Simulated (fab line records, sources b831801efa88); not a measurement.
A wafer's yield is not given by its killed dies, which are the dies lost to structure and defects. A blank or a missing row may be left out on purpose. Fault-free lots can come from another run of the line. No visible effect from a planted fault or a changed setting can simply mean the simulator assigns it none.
Matching of chambers -- flow gf180mcu -- GF_CONTACT_CMP_04 on cmp-01: 4 sister chambers
The step polishes SiO2. 7 wafers are shown with their chamber, then 7 later ones without.

== EACH WAFER AND ITS CHAMBER ==
wafer,chamber,motor_current_A (A),time_to_endpoint_s (s)
L142.1,0,13.2,120
L142.6,3,9.7,116
L146.2,1,12.8,103
L146.3,2,13.6,103
L146.6,3,9.2,114
L156.1,1,13.1,104
L156.2,2,13.6,103

== WAFERS WHOSE CHAMBER IS MISSING ==
wafer,motor_current_A (A),time_to_endpoint_s (s)
L156.6,12.5,110
L158.1,13.5,102
L158.3,9.4,105
L158.4,13.2,105
L161.1,9.3,108
L161.4,12.7,109
L161.6,13.5,119

== CHAMBER TAKEN BY EACH ==
wafer,from the rows above,in truth
L156.6,can't be placed: 1 or 2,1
L158.1,can't be placed: 2 or 1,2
L158.3,3,3
L158.4,can't be placed: 1 or 2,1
L161.1,3,3
L161.4,can't be placed: 1 or 2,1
L161.6,0,0
3 of 7 placed correctly. Not placeable from these rows: 4 (in 4, the candidates include the true chamber). 0 placed wrongly.
How it was worked out, from the rows above alone: a wafer's distance from a chamber is the root of the sum, over the readings, of the square of ((its reading less the chamber's mean) divided by the reading's scatter). The wafer belongs to the nearest chamber; if the next one is less than 2 further off, it can't be placed. The mean given for a chamber averages the wafers shown for that chamber. The scatter is the square root of a quotient: the sum, over the shown wafers, of each reading's squared deviation from its chamber's mean, divided by wafers minus chambers.
